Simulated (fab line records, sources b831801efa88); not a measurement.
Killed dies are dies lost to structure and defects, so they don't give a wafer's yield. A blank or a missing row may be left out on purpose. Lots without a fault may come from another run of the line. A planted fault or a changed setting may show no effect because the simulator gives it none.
Which tool did it? | flow gf180mcu | 24 lots, 72 wafers sampled, at 1 step of a route of 602

WHAT THE GAUGES READ, wafer by wafer
GF_V1_OVL_MEAS_15.
lot  | measured     | on         | V1_OVL (nm)
L074 | day 17 23:46 | overlay-01 | -8 -1 0
L075 | day 18 10:43 | overlay-01 | -8 -8 -9
L076 | day 18 21:58 | overlay-01 | -8 0 -2
L077 | day 19 10:43 | overlay-02 | 5 10 1
L078 | day 19 19:46 | overlay-01 | 2 8 5
L079 | day 20 01:35 | overlay-01 | -3 -6 -5
L080 | day 20 11:22 | overlay-02 | -2 2 8
L081 | day 20 20:58 | overlay-02 | 16 5 12
L082 | day 21 06:55 | overlay-01 | -4 -10 -6
L083 | day 21 14:10 | overlay-01 | -3 -3 0
L084 | day 22 00:24 | overlay-02 | 1 3 -2
L085 | day 22 12:11 | overlay-01 | 12 7 5
L086 | day 22 15:58 | overlay-01 | 11 8 17
L087 | day 22 22:37 | overlay-02 | 0 0 -7
L088 | day 23 09:04 | overlay-01 | 1 6 1
L089 | day 23 17:34 | overlay-02 | 6 11 5
L090 | day 24 01:08 | overlay-02 | 6 1 7
L091 | day 24 09:53 | overlay-01 | -6 -5 3
L092 | day 24 21:35 | overlay-02 | -5 -1 -6
L093 | day 24 22:37 | overlay-01 | -2 -3 0
L094 | day 25 04:50 | overlay-02 | 5 -3 2
L095 | day 25 14:40 | overlay-02 | -5 0 4
L096 | day 25 19:35 | overlay-02 | -5 -4 -4
L097 | day 26 03:24 | overlay-01 | -3 -6 3

WHICH TOOL RAN EACH LOT (tool, then ch and the chambers of the sampled wafers, then the start)
The record holds no process step before these readings.

WHAT THE TOOLS THEMSELVES READ (means of the sampled wafers that have a number; where no wafer has one, the mark that the record gives instead)
The record holds no such reading with a usual standard deviation.

THE ANSWER, worked out from the rows above alone
Rule: what is usual is taken from the lots themselves. Put in order of their means at a reading, lots are off if they are a third of the lots or fewer, leave a main group of 4 or more, and stand apart from it by a gap of 3 or more times the standard deviation of the main group's means; of several such gaps the widest counts. A main group whose means are all the same, to the digits that the tables above print for the reading, isn't used. A lot without any number at a reading at which 4 lots or more have one is off too. The other lots that the step has rows for count as sound. The gauges are gone through in route order, then the tools' own readings, and for those a lot's mean is taken as printed above. The first step at which some lot is off is used, and at that step the reading that is off furthest; a lot without a number counts as furthest.
No lot is off at any reading shown: from this, nothing can be told.

WHAT THE SIMULATOR HAD PUT IN
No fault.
